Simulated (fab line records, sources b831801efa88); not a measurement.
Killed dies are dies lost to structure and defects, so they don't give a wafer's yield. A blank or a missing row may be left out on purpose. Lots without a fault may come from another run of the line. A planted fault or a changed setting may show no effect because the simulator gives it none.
A struck lot beside a sound one | flow sfq_line | 14 steps out of a route of 325
Sound: wafers L196.3, L196.5, L196.6. Struck: wafers L197.2, L197.5, L197.6. The cause comes at the end.
At each step with rows: each side's tool, then ch and its chambers, then its first start. Under that, the readings that differ: sound wafers | struck wafers | difference of the means | sigmas: that difference in standard deviations of wafers without a fault.
alike: readings whose means differ by less than 2 such deviations, and words and numbers that are the same on both sides. not compared: withheld readings, readings that some wafer has no value for, bounds like >300 that may hide the same value, and numbers for which the record gives no deviation and whose values overlap.
The two part at a step that has a row with sigmas, a row that says differs or no value, or rows on one side only. Numbers that don't overlap but have no deviation are shown without sigmas and don't part them. A reading that every wafer of one side lacks parts them only if that side has two wafers or more.

first, 1 step without rows for these wafers: SFQ_TRILAYER_M1_BARC_OPEN_METAL_ETCH_054 (etches BARC in O2, target depth 125 nm, time 41.7 s).
SFQ_TRILAYER_M1_ETCH_METAL_ETCH_042: etches Nb in Cl2/Ar, stops on SiO2, target depth 240 nm, time 120 s.
  sound on rie_metal-04 ch 0,1, day 24 11:39; struck on rie_metal-03 ch 0,1, day 24 14:00
  alike: bias_w, drypump_motor_current_A, oes_product_au
  not compared: rf_hours_counter_h
SFQ_TRILAYER_M1_STRIP_STRIP_043: strips in O2.
  sound on rie_metal-04 ch 0,1, day 24 11:56; struck on rie_metal-03 ch 0,1, day 24 14:08
  alike: drypump_motor_current_A, oes_product_au
  not compared: rf_hours_counter_h
then, 1 step without rows for these wafers: SFQ_TRILAYER_M1_STRIP_SOLV_CLEAN_044 (cleans in NMP, time 600 s).
SFQ_TRILAYER_I1_DEP_PECVD_045: deposits SiO2 from SiH4/N2O, time 111.11 s, target thk 500 nm.
  sound on pecvd-03 ch 1,2, day 24 12:31; struck on pecvd-03 ch 0,1,2, day 24 14:55
  alike: heater_power_w, susceptor_temp_C, throttle_valve_pct
SFQ_TRILAYER_I1_CMP_CMP_046: polishes SiO2.
  sound on cmp-02 ch 0,2,3, day 24 14:47; struck on cmp-02 ch 0,3, day 24 17:17
  alike: motor_current_A, slurry_flow_ml_min, time_to_endpoint_s
SFQ_I1_BOW_MEAS_912:
  sound on film_metro-01, day 24 16:49; struck on film_metro-01, day 24 19:48
  alike: I1_BOW
SFQ_TRILAYER_I1_METRO_MEASURE_047:
  sound on film_metro-01, day 24 17:18; struck on film_metro-01, day 24 20:06
  alike: thk_nm
then, 4 steps without rows for these wafers: SFQ_TRILAYER_I1_VIA_LITHO_COAT_054 (resist thk 62 nm); SFQ_TRILAYER_I1_VIA_LITHO_COAT_049 (resist thk 650 nm); SFQ_TRILAYER_I1_VIA_LITHO_SOFTBAKE_053; SFQ_TRILAYER_I1_VIA_LITHO_EXPOSE_050 (exposes mask I1, target cd 500 nm).
SFQ_TRILAYER_I1_VIA_LITHO_PEB_052: peb time 60 s.
  sound on litho_track-01 ch 0, day 24 20:06; struck on litho_track-03, day 24 23:05
  no value came back on the struck wafers for chill_plate_temp_C (C), exhaust_pa (Pa); on the sound wafers chill_plate_temp_C (C) reads 22.78 22.93 22.79
then, 1 step without rows for these wafers: SFQ_TRILAYER_I1_VIA_LITHO_DEVELOP_051 (time 60 s).

WHERE THEY PART
Only at SFQ_TRILAYER_I1_VIA_LITHO_PEB_052, within this record.

WHY: what the simulator had put in
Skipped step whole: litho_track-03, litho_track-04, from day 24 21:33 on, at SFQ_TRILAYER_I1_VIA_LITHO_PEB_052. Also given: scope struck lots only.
